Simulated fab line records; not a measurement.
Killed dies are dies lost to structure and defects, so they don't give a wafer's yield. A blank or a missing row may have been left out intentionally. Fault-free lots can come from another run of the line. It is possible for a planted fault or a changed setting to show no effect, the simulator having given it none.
fab line records	flow gf180mcu
[record] lots = 14	wafers = 42	lastDay = 34
route steps=602 shown VT_IMPLANT@132 DUAL_GATE@143 PSD@258
lots that met no fault: from a run of the same line without faults
startH: the number of hours between the record's first day and the start of the first shown wafer of the lot	waitH: hours elapsed since this lot's preceding step	" the same as in the row above	L1.1+2: a single row standing in for several wafers	- no value present, or no start provided	* or withheld: withheld	< > ~ a bound
route shown NAME@n: NAME is a module with steps in the file, n the number in the route of the first one	usual: mean/standard deviation taken from wafers without a fault	same: alike in all rows	chamber/n: place in a boat	sites: the reading at each site	_std_site: standard deviation across them	_edge_site: mean of outer sites minus mean of inner sites	radiusMm: how far each site lies from the wafer's centre	mask NAME#n: copy n	behind: tool/chamber where the wafer was last shaped	hold: cause of the lot's hold/its duration in hours/its outcome	device: the n, p or np transistor that did not switch	end of line: at the end of the route, the tests of the same wafers	where a step has no rows: the recipe by itself	killed: at the first sort, the dies lost to defects and structure; wafer yield is something else	map: a wafer's dies, x killed, . not, _ none there
set.NAME: the setting the step ran with; set.NAME@STEP: the setting that earlier step ran with	model.NAME: the simulator's own value behind a step, which no gauge read
steps of the route over a sample of lots; a table a step, a row a wafer
services: the hour from which a tool's chamber was out of use, counted from the record's first day as startH (under 0 if before that day), plus the number of hours and why
[[steps]]
[step GF_VT_IMPLANT_STRIP_42]
[recipe] chemistry = O2/N2	powerW = 1400	pressureMtorr = 1500	platenTempC = 250	o2FlowSccm = 3000	n2FlowSccm = 300	overashFraction = 0.5
[usual] drypumpMotorCurrentA = 5.71/0.24	heaterPowerW = 332/18	oesProductAu = 0.716/0.0045	stripTimeToEndpointS = 12.609/0.026
[same] overashFraction = 0.5
lot.wafer	tool	chamber	startH	waitH	drypumpMotorCurrentA	heaterPowerW	oesProductAu	rfHoursCounterH	stripTimeToEndpointS
L945.2	plasmaAsher-02	0	154.35	0.1	5.58	336	0.728	50	12.634
L945.3	"	1	"	"	5.28	312	0.713	-	12.634
L945.6	"	1	"	"	5.25	309	0.719	-	12.622
L946.1	plasmaAsher-03	1	168.74	0.1	5.89	333	0.720	39	12.588
L946.2	"	0	"	"	5.91	369	0.724	39	12.611
L946.4	"	1	"	"	5.90	333	0.721	-	12.569
L948.3	plasmaAsher-04	1	173.36	0.1	5.65	322	0.710	-	12.601
L948.4	"	0	"	"	5.93	332	0.718	-	12.593
L948.5	"	1	"	"	5.65	326	0.714	-	12.588
L949.1	plasmaAsher-03	0	186.50	0.1	5.88	367	0.716	41	12.608
L949.4	"	1	"	"	5.90	328	0.715	-	12.619
L949.5	"	0	"	"	5.91	365	0.723	-	12.602
L950.3	plasmaAsher-02	0	198.11	0.1	5.55	340	0.710	-	12.632
L950.4	"	1	"	"	5.29	310	0.712	-	12.621
L950.6	"	0	"	"	5.55	334	0.720	-	12.641
L954.1	plasmaAsher-04	0	220.79	0.1	5.97	330	0.722	11	12.614
L954.2	"	1	"	"	5.66	327	0.715	11	12.583
L954.4	"	1	"	"	5.65	323	0.714	-	12.591
L955.1	plasmaAsher-02	0	224.43	0.1	5.58	331	0.716	57	12.618
L955.3	"	1	"	"	5.31	303	0.716	-	12.637
L955.5	"	0	"	"	5.56	332	0.718	-	12.640
L957.1	plasmaAsher-02	1	236.77	0.1	5.26	314	0.708	58	12.630
L957.3	"	1	"	"	5.31	304	0.714	-	12.636
L957.6	"	1	"	"	5.28	316	0.722	-	12.565
L959.1	plasmaAsher-03	1	251.73	0.1	5.89	338	0.719	48	12.594
L959.2	"	0	"	"	5.91	355	0.720	48	12.640
L959.3	"	0	"	"	5.92	366	0.722	-	12.624
L963.3	plasmaAsher-03	0	279.61	0.1	5.92	370	0.723	-	12.525
L963.4	"	1	"	"	5.91	339	0.715	-	12.596
L963.5	"	0	"	"	5.91	370	0.706	-	12.596
L964.3	plasmaAsher-03	0	283.86	0.1	5.91	349	0.722	-	12.595
L964.4	"	1	"	"	5.90	333	0.711	-	12.631
L964.5	"	1	"	"	5.89	339	0.716	-	12.620
L965.4	plasmaAsher-04	0	292.13	0.1	5.95	322	0.713	-	12.628
L965.5	"	0	"	"	5.98	329	0.715	-	12.601
L965.6	"	1	"	"	5.64	325	0.717	-	12.617
L967.3	plasmaAsher-04	1	305.96	0.1	5.63	319	0.719	-	12.662
L967.4	"	0	"	"	5.96	327	0.721	-	12.594
L967.5	"	1	"	"	5.64	323	0.715	-	12.603
L968.2	plasmaAsher-02	1	312.57	0.1	5.27	303	0.709	66	12.646
L968.3	"	0	"	"	5.55	335	0.722	-	12.610
L968.5	"	1	"	"	5.32	298	0.718	-	12.616
[step GF_DUAL_GATE_OXIDATION_02]
[recipe] tempC = 900	ambient = O2	stabiliseS = 600	purgeS = 300	targetThkA = 108.87	oxTimeS = 1602
[usual] oxTempC = 900.0/0.37	oxTempCMax = 904.3/0.85	spikeTcBottomC = 917.8/1.8	zonePowerCentrePct = 17.6/0.38
lot.wafer	tool	chamber	startH	waitH	oxTempC	oxTempCMax	spikeTcBottomC	zonePowerCentrePct
L945.2	furnace-02	0	155.33	0.0	900.1	904.2	916.1	17.2
L945.3	"	0	"	"	899.6	905.0	915.3	16.9
L945.6	"	0	"	"	899.3	903.0	917.7	17.3
L946.1	furnace-01	0	169.72	0.0	900.3	904.8	919.0	18.3
L946.2	"	0	"	"	900.4	904.3	918.9	18.0
L946.4	"	0	"	"	900.4	904.5	919.5	18.0
L948.3	furnace-01	0	174.99	0.6	899.8	905.1	917.6	17.6
L948.4	"	0	"	"	900.0	904.5	919.9	17.8
L948.5	"	0	"	"	900.0	904.6	918.9	17.6
L949.1	furnace-01	0	188.36	0.9	899.4	904.8	919.6	18.0
L949.4	"	0	"	"	900.3	903.8	918.7	17.8
L949.5	"	0	"	"	900.3	904.2	920.1	17.9
L950.3	furnace-02	0	199.12	0.0	900.0	903.7	915.4	17.0
L950.4	"	0	"	"	900.2	904.1	915.7	17.3
L950.6	"	0	"	"	899.9	903.9	915.2	17.1
L954.1	furnace-01	-	221.77	0.0	-	-	-	-
L954.2	"	-	"	"	-	-	-	-
L954.4	"	-	"	"	-	-	-	-
L955.1	furnace-02	-	226.10	0.7	-	-	-	-
L955.3	"	-	"	"	-	-	-	-
L955.5	"	-	"	"	-	-	-	-
L957.1	furnace-02	0	237.89	0.0	900.6	904.9	917.3	17.2
L957.3	"	0	"	"	900.4	905.1	916.1	17.4
L957.6	"	0	"	"	900.8	907.5	915.7	17.1
L959.1	furnace-01	0	252.70	0.0	900.2	904.6	918.8	18.3
L959.2	"	0	"	"	900.6	904.4	919.6	17.6
L959.3	"	0	"	"	900.4	903.6	917.3	18.0
L963.3	furnace-01	0	281.14	0.6	899.9	904.2	918.9	17.9
L963.4	"	0	"	"	899.8	903.4	919.4	17.8
L963.5	"	0	"	"	900.1	903.5	918.5	17.6
L964.3	furnace-01	0	284.80	0.0	899.4	902.9	921.7	17.8
L964.4	"	0	"	"	899.4	903.0	917.5	17.8
L964.5	"	0	"	"	899.8	903.7	918.9	17.9
L965.4	furnace-02	0	293.08	0.0	899.7	904.2	916.7	17.2
L965.5	"	0	"	"	899.7	903.2	915.9	16.9
L965.6	"	0	"	"	900.4	904.6	914.6	17.4
L967.3	furnace-01	0	306.91	0.0	899.9	904.8	919.3	17.9
L967.4	"	0	"	"	899.8	903.5	921.4	18.0
L967.5	"	0	"	"	899.8	903.8	919.4	17.6
L968.2	furnace-02	0	313.55	0.0	899.9	905.1	915.3	16.9
L968.3	"	0	"	"	900.3	905.0	916.5	17.3
L968.5	"	0	"	"	900.8	905.2	914.6	16.7
[step GF_DUAL_GATE_OVL_MEAS_11]
[usual] DUAL_GATE_OVL = 1.1/1.3
lot.wafer	tool	chamber	startH	waitH	DUAL_GATE_OVL[nm]
L945.2	overlay-02	-	171.97	0.1	0.3
L945.3	"	-	"	"	1.2
L945.6	"	-	"	"	0.3
L946.1	overlay-02	-	187.96	0.1	-1.8
L946.2	"	-	"	"	-1.5
L946.4	"	-	"	"	0.1
L948.3	overlay-02	-	192.80	0.1	3.2
L948.4	"	-	"	"	1.8
L948.5	"	-	"	"	2.6
L949.1	overlay-01	-	206.29	0.1	1.6
L949.4	"	-	"	"	0.8
L949.5	"	-	"	"	2.0
L950.3	overlay-01	-	217.97	0.1	2.3
L950.4	"	-	"	"	0.3
L950.6	"	-	"	"	1.8
L957.1	overlay-01	-	257.81	0.1	0.6
L957.3	"	-	"	"	0.0
L957.6	"	-	"	"	-0.6
L959.1	overlay-01	-	272.99	0.1	1.5
L959.2	"	-	"	"	1.5
L959.3	"	-	"	"	0.1
L963.3	overlay-01	-	302.45	0.1	0.0
L963.4	"	-	"	"	1.0
L963.5	"	-	"	"	-0.1
L964.3	overlay-01	-	306.15	0.1	-1.0
L964.4	"	-	"	"	2.0
L964.5	"	-	"	"	2.4
L965.4	overlay-02	-	314.63	0.1	1.8
L965.5	"	-	"	"	2.9
L965.6	"	-	"	"	1.8
L967.3	overlay-02	-	328.72	0.1	2.8
L967.4	"	-	"	"	2.5
L967.5	"	-	"	"	-0.2
L968.2	overlay-02	-	335.97	0.1	0.0
L968.3	"	-	"	"	-1.0
L968.5	"	-	"	"	1.1
[step GF_PSD_STRIP_10]
[recipe] chemistry = O2/N2	powerW = 1400	pressureMtorr = 1500	platenTempC = 250	o2FlowSccm = 3000	n2FlowSccm = 300	overashFraction = 0.5
[usual] drypumpMotorCurrentA = 5.5/0.38	heaterPowerW = 323/25	oesProductAu = 0.592/0.0042	stripTimeToEndpointS = 16.51/0.039
[same] overashFraction = 0.5
lot.wafer	tool	chamber	startH	waitH	drypumpMotorCurrentA	heaterPowerW	oesProductAu	rfHoursCounterH	stripTimeToEndpointS
L945.2	plasmaAsher-04	1	313.17	0.1	5.7	323	0.599	20	16.49
L945.3	"	1	"	"	5.7	329	0.595	-	16.52
L945.6	"	1	"	"	5.7	327	0.594	-	16.49
L946.1	plasmaAsher-03	0	332.02	0.1	5.9	372	0.585	57	16.46
L946.2	"	1	"	"	5.9	335	0.593	57	16.53
L946.4	"	1	"	"	5.9	334	0.595	-	16.49
L948.3	plasmaAsher-01	0	338.55	0.1	5.0	325	0.588	-	16.49
L948.4	"	1	"	"	5.3	277	0.592	-	16.49
L948.5	"	0	"	"	5.0	326	0.597	-	16.48
L949.1	plasmaAsher-04	0	355.34	0.1	6.0	317	0.597	23	16.54
L949.4	"	0	"	"	6.0	321	0.585	-	16.54
L949.5	"	0	"	"	6.0	332	0.590	-	16.53
L950.3	plasmaAsher-01	0	370.50	0.1	5.0	330	0.592	-	16.50
L950.4	"	1	"	"	5.2	281	0.584	-	16.48
L950.6	"	0	"	"	5.0	328	0.589	-	16.48
L957.1	plasmaAsher-04	0	421.44	0.1	6.0	323	0.591	30	16.54
L957.3	"	1	"	"	5.6	336	0.596	-	16.51
L957.6	"	0	"	"	6.0	323	0.586	-	16.51
L959.1	plasmaAsher-04	1	436.64	0.1	5.6	331	0.595	32	16.47
L959.2	"	0	"	"	5.9	316	0.599	32	16.52
L959.3	"	1	"	"	5.6	328	0.593	-	16.52
L963.3	plasmaAsher-03	0	472.82	0.1	5.9	360	0.587	-	16.55
L963.4	"	1	"	"	5.9	338	0.593	-	16.53
L963.5	"	1	"	"	5.9	334	0.592	-	16.57
L964.3	plasmaAsher-01	1	477.87	0.1	5.2	275	0.583	-	16.53
L964.4	"	0	"	"	5.0	326	0.596	-	16.55
L964.5	"	0	"	"	5.0	330	0.593	-	16.52
L965.4	plasmaAsher-01	0	484.65	0.1	5.0	333	0.592	-	16.48
L965.5	"	1	"	"	5.2	282	0.586	-	16.46
L965.6	"	0	"	"	5.0	318	0.594	-	16.52
L967.3	plasmaAsher-01	1	501.07	0.1	5.2	283	0.591	-	16.54
L967.4	"	0	"	"	5.0	329	0.593	-	16.60
L967.5	"	0	"	"	5.0	333	0.592	-	16.60
L968.2	plasmaAsher-04	0	509.49	0.1	6.0	330	0.599	39	16.54
L968.3	"	1	"	"	5.7	327	0.594	-	16.55
L968.5	"	0	"	"	6.0	325	0.589	-	16.52
[[services]]
tool	chamber	startH	hours	kind
furnace-01	-	158.92	3.9	pm
furnace-02	-	195.14	3.9	pm
furnace-01	-	206.15	3.3	pm
plasmaAsher-02	-	226.03	1.4	repair
plasmaAsher-01	-	267.79	2.8	pm
furnace-02	-	310.83	2.6	pm
plasmaAsher-04	-	317.26	3.0	repair
plasmaAsher-04	-	332.20	4.3	pm
furnace-02	-	363.92	4.3	pm
plasmaAsher-03	-	386.95	2.4	repair
plasmaAsher-02	-	421.25	9.0	pm
plasmaAsher-02	0	421.25	9.0	ventCycle
plasmaAsher-02	1	421.25	9.0	ventCycle
plasmaAsher-02	0	430.25	-	clean
plasmaAsher-02	1	430.25	-	clean
furnace-01	-	437.19	7.7	repair
plasmaAsher-02	-	451.49	1.4	repair
furnace-01	-	486.80	4.5	pm
furnace-01	-	494.38	2.8	pm
plasmaAsher-03	-	494.66	1.8	repair
plasmaAsher-04	-	497.19	1.0	repair
furnace-01	-	497.93	7.2	repair
plasmaAsher-02	-	501.29	2.5	repair
[[key]]
[firstSign] step = GF_DUAL_GATE_OXIDATION_02	reading = toolRecord	direction = missing
effect none on later readings
metAt GF_DUAL_GATE_OXIDATION_02
struckLots L954,L955
laterRowsLeftOut L954.1,L954.2,L954.4,L955.1,L955.3,L955.5
sortLeftOut L954.1,L954.2,L954.4,L955.1,L955.3,L955.5
testerLeftOut L954,L955
notActingAt GF_VT_IMPLANT_STRIP_42,GF_DUAL_GATE_OVL_MEAS_11,GF_PSD_STRIP_10
onsetBetween 199.12 221.77
[fault] kind = skippedStepWhole	tool = furnace-01,furnace-02	chamber = -	onsetH = 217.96	steps = GF_DUAL_GATE_OXIDATION_02	scope = struckLotsOnly
// testerLeftOut: of these lots the tester's yield and bins aren't shown, on N5 and GAA mostly nor the transistor test; their killed dies are dies lost to structure and defects alone, not to doping, threshold or leakage, so they don't give the yield
// sortLeftOut: the simulated sort isn't trusted on such a fault, so these wafers' sort isn't shown, and their yield isn't known
// laterRowsLeftOut: the simulator's readings of these wafers behind a module that went badly wrong aren't trusted and aren't shown, but for the sort
